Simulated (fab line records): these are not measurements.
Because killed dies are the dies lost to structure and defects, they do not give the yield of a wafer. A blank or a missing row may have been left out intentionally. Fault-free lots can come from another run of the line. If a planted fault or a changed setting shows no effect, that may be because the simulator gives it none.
Lot-split experiment -- flow gf180mcu -- route with 602 steps; 5 lots, 23 wafers read

## THE SPLIT
At GF_V2_PEB_12 (peb time 90 s), the setting pebTempC was moved away from the recipe's 135 C on 4 of the 23 wafers read, by -2.4% to +2.4%. For the rest of the wafers, this setting stayed at what the recipe calls for.

## FROM SPLIT TO READING: 1 step shown by the file between the two
- GF_V2_DEVELOP_13: develop time 60 s

## THE READING
cdNm (nm) at GF_V2_CD_MEAS_14, where the cd target is 260 nm. Typical for fault-free wafers on this fab line: 260.2 nm, with standard deviation 1.4 nm.

wafer,"tool, chamber at the split","pebTempC as run, C",against the recipe,"cdNm, nm",against lot-mates on the recipe
L075.1,"lithoTrack-02, 0",138.3,+2.4%,268.3,+7.8
L075.2,"lithoTrack-02, 0",138.3,+2.4%,268.4,+7.9
L075.3,"lithoTrack-02, 0",135,recipe,260.8,-
L075.4,"lithoTrack-02, 0",135,recipe,260.7,-
L075.6,"lithoTrack-02, 0",135,recipe,260.1,-
L079.1,"lithoTrack-02, 0",131.8,-2.4%,250.5,-10.5
L079.2,"lithoTrack-02, 0",135,recipe,260.7,-
L079.3,"lithoTrack-02, 0",135,recipe,260.6,-
L079.4,"lithoTrack-02, 0",131.8,-2.4%,250.7,-10.3
L079.5,"lithoTrack-02, 0",135,recipe,261.7,-
L078.2,"lithoTrack-02, 0",135,recipe,261.1,-
L078.3,"lithoTrack-02, 0",135,recipe,262.3,-
L078.4,"lithoTrack-02, 0",135,recipe,262.2,-
L078.5,"lithoTrack-02, 0",135,recipe,261.3,-
L078.6,"lithoTrack-02, 0",135,recipe,261.3,-
L082.1,"lithoTrack-03, 0",135,recipe,262.7,-
L082.2,"lithoTrack-03, 0",135,recipe,261.2,-
L082.3,"lithoTrack-03, 0",135,recipe,262.9,-
L082.4,"lithoTrack-03, 0",135,recipe,262.2,-
L082.6,"lithoTrack-03, 0",135,recipe,261.0,-
L085.2,"lithoTrack-02, 0",135,recipe,259.0,-
L085.3,"lithoTrack-02, 0",135,recipe,258.6,-
L085.4,"lithoTrack-02, 0",135,recipe,259.6,-

FIT RESULTS
A straight line over all 23 wafers: cdNm changes by +3.68 nm for each +1% of pebTempC; r = +0.95; the points scatter about the line by 1.3 nm.
The same after taking each lot's own level away (the mean of its wafers on the recipe; 23 wafers): +3.78 nm for each +1%; r = +0.98; scatter 0.77 nm.
Per that fit: largest pebTempC move, reading shift of 9.2 nm.
The lots' own levels span 259.07 to 262.00 nm, that is 2.1 times the standard deviation above.
So the lot-to-lot level changes the slope little: the two slopes agree.
Check: with one of the wafers moved furthest among these (+2.4%) left out of the fit, the line predicts +9.5 nm for it against its lot-mates. Against them it came out at +7.77 nm.

## OTHER SPLITS APPLIED TO THESE WAFERS
Note: prior to the reading, these wafers also went through further splits. Each is held against what the fit with the lots' levels taken away leaves over:
other split on the same wafers,wafers away from the commonest value,r with cdNm (lot level and that fit taken away)
GF_M1_STRIP_17 pressureMtorr,15,-0.20
GF_M2_SPUTTER_03 powerW,8,-0.02
GF_V2_CVD_00 sih4FlowSccm,7,+0.23
GF_V2_CMP_04 leaveAboveRefNm,9,+0.23

## THE WHOLE CHAIN: every reading that the file lists as answering this split, in the file's order
step,what it does,reading,change (the file's fit),r (the file's)
GF_V2_CD_MEAS_14,target cd 260 nm,cdNm,+3.77 nm for each +1% of the setting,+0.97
GF_V2_ETCH_16,etches BARC in N2/H2,"V2.cdNm (the simulator's own value, which no gauge read)",+4.05 nm for each +1% of the setting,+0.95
GF_V2_ETCH_17,"etches SiO2 in C4F8/O2/Ar, stops on TiN, target depth 630 nm","V2.cdNm (the simulator's own value, which no gauge read)",+4.24 nm for each +1% of the setting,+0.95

## THE FILE'S OWN FIT
cdNm changes by +3.77 nm for each +1% of pebTempC, r = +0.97.
